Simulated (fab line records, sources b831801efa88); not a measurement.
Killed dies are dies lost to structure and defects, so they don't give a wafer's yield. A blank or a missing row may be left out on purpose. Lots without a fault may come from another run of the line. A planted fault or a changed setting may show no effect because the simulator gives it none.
Problem report in the 8D (eight disciplines) form, filled by code | flow gf180mcu | the parts of the form that need people (team, actions taken, sign-off) are left out

1. THE PROBLEM
M3_ALCU_RS at GF_M3_RS_MEAS_05 reads a mean of 0.0843 ohm/sq on 2 wafers of 2 lots; wafers without a fault read 0.0697 ohm/sq with a standard deviation of 0.00091. That is +16 standard deviations from the usual mean.
The step: measures by four-point-probe.
First seen on wafer L270.5, day 25 01:41, on film_metro-01. The record holds 30 wafers of 10 lots with a number at this step. Rule for "out", or "out of limits": more than 4 standard deviations from the usual mean. The other wafers with a number count as sound.

2. WHAT IT IS AND WHAT IT IS NOT
question                    | is                           | is not
which readings at this step | M3_ALCU_RS                   | -
which lots                  | L270, L271                   | L258, L259, L261, L265, L267, L272, L278, L280
which wafers of those lots  | L270.5, L271.6               | L270.1, L270.2, L271.1, L271.4
read on which gauges        | film_metro-01, film_metro-04 | film_metro-02
when                        | from day 25 01:41            | up to then (17 sound wafers); but 11 sound wafers of L271, L272, L278, L280 came after

3. SUSPECTS, AND WHAT RULES EACH OUT
Counting: a tool at a process step up to the reading stays a suspect if it ran every lot that is out. Sound lots after the first of them don't rule it out here, since some wafers of a struck lot are sound.
- the gauge at GF_M3_RS_MEAS_05: ruled out. The wafers that are out were read on 2 gauges (film_metro-01, film_metro-04).
- pvd_sputter-02 at GF_M3_SPUTTER_02 (material AlCu, target thk 450 nm, time 23.9 s): kept. It ran every lot that is out, first L270 (day 25 01:36); its last sound lot up to then is L267 (day 24 07:49).
- pvd_sputter-02 at GF_M3_SPUTTER_03 (material Ti, target thk 10 nm, time 6.7 s): kept. It ran every lot that is out, first L270 (day 25 01:38); its last sound lot up to then is L267 (day 24 07:50).
Left after counting: pvd_sputter-02 at GF_M3_SPUTTER_02, pvd_sputter-02 at GF_M3_SPUTTER_03.

4. THE CAUSE (what the simulator had put in)
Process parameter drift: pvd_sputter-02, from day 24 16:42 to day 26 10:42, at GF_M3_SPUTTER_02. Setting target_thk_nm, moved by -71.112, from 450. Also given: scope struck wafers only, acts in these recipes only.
Counting left 2 suspects, and this tool is among them.

5. THE CHAIN OF EFFECTS, in route order
Each row: a reading whose mean over the struck wafers that have a number lies more than 3 standard deviations from the usual. Only readings for which the record gives a usual standard deviation are gone through. hours: the time from each lot's start at the first step in this table that gives one to its start at this step, as a median over the lots. sigmas: the change in usual standard deviations.
hours | step                | reading            | usual         | on struck wafers | change  | sigmas
0     | GF_M3_RS_MEAS_05    | M3_ALCU_RS         | 0.0697 ohm/sq | 0.0843           | +0.0146 | +16
0     | GF_M3_THK_MEAS_06   | M3_ALCU_THK        | 444 nm        | 368              | -76     | -13
20    | GF_M3_METAL_ETCH_16 | oes_product_au     | 0.971 a.u.    | 0.898            | -0.073  | -11
20    | GF_M3_METAL_ETCH_16 | throttle_valve_pct | 28.251 %      | 28.347           | +0.096  | +9.6
The process steps in it:
- GF_M3_METAL_ETCH_16: etches the open film in Cl2/BCl3, stops on SiO2, target depth 627.5 nm, time 104.6 s.
Later measuring or inspecting steps at which every struck wafer that the step has a row for has a number for every such reading, and none has moved that far: GF_M3_CD_MEAS_14.

6. WHAT WOULD HAVE CAUGHT IT SOONER
In this record the first reading out of limits at a measuring or inspecting step was taken at day 25 01:41, 9 hours after the fault began at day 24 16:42.
Of the tool readings at GF_M3_SPUTTER_02 for which the record gives a usual standard deviation, none was out on any struck wafer, so an alarm limit of 4 standard deviations on them would not have fired.
Of the lots that are out (2), L271 began GF_M3_SPUTTER_02 on pvd_sputter-02 after day 25 01:41. A hold on the tool at that time would have spared it.
